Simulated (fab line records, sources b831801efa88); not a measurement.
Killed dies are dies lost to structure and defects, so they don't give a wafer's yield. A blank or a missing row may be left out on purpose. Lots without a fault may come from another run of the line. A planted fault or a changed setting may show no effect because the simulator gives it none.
One fault seen from 2 desks | flow gf180mcu | each desk has only its own numbers; what lay behind them comes last

THE METROLOGY DESK
What the gauges read, lot by lot, whatever tool the lot ran on: means of the sampled wafers that have a number. A lot is out of limits, marked OUT, if its mean lies more than 4 standard deviations from the usual mean; the brackets give that distance.
Columns: A = V4_CVD_02_THK at GF_V4_THK_MEAS_03, usual 851 nm; B = V4_BOW at GF_V4_BOW_MEAS_05, usual 135 um; C = V5_OVL at GF_V5_OVL_MEAS_15, usual 3 nm
lot  | first seen here | A   | B   | C
L178 | day 23 17:05    | 869 | 138 | 3
L179 | day 24 00:27    | 850 | 143 | -1
L180 | day 24 02:43    | 850 | 132 | 7
L186 | day 26 07:13    | 844 | 132 | 3
L193 | day 28 12:14    | 843 | 141 | 3
L194 | day 28 15:25    | 862 | 133 | 6
L195 | day 28 20:41    | 845 | 126 | 5
L198 | day 29 16:46    | 852 | 138 | 2
L199 | day 29 23:14    | 846 | 127 | -2
L200 | day 30 06:26    | 855 | 121 | 3
L201 | day 30 13:26    | 850 | 142 | -7
This desk's finding: nothing out of limits on any of the 11 lots.

THE TOOL OWNER'S DESK: cmp-02
The tool's own readings at GF_V4_CMP_04 (polishes SiO2): means of the sampled wafers that have a number, for each lot that ran on this tool. A lot is out of limits, marked OUT, if its mean lies more than 4 standard deviations from the usual mean; the brackets give that distance.
Columns: A = motor_current_A at GF_V4_CMP_04, usual 11.9 A; B = time_to_endpoint_s at GF_V4_CMP_04, usual 80 s
lot  | first seen here | A    | B
L178 | day 23 17:07    | 12.3 | 89
L179 | day 24 00:30    | 12.0 | 79
L186 | day 26 07:19    | 12.0 | 80
L193 | day 28 12:20    | 12.1 | 77
L195 | day 28 20:44    | 12.1 | 76
L198 | day 29 16:49    | 12.1 | 81
L199 | day 29 23:24    | 12.1 | 78
L200 | day 30 06:38    | 12.3 | 84
L201 | day 30 13:32    | 11.7 | 84
This desk's finding: nothing out of limits on any of the 9 lots.

PUT TOGETHER
The metrology desk saw nothing out of limits.
The tool owner's desk saw nothing out of limits.

WHAT THE SIMULATOR HAD PUT IN
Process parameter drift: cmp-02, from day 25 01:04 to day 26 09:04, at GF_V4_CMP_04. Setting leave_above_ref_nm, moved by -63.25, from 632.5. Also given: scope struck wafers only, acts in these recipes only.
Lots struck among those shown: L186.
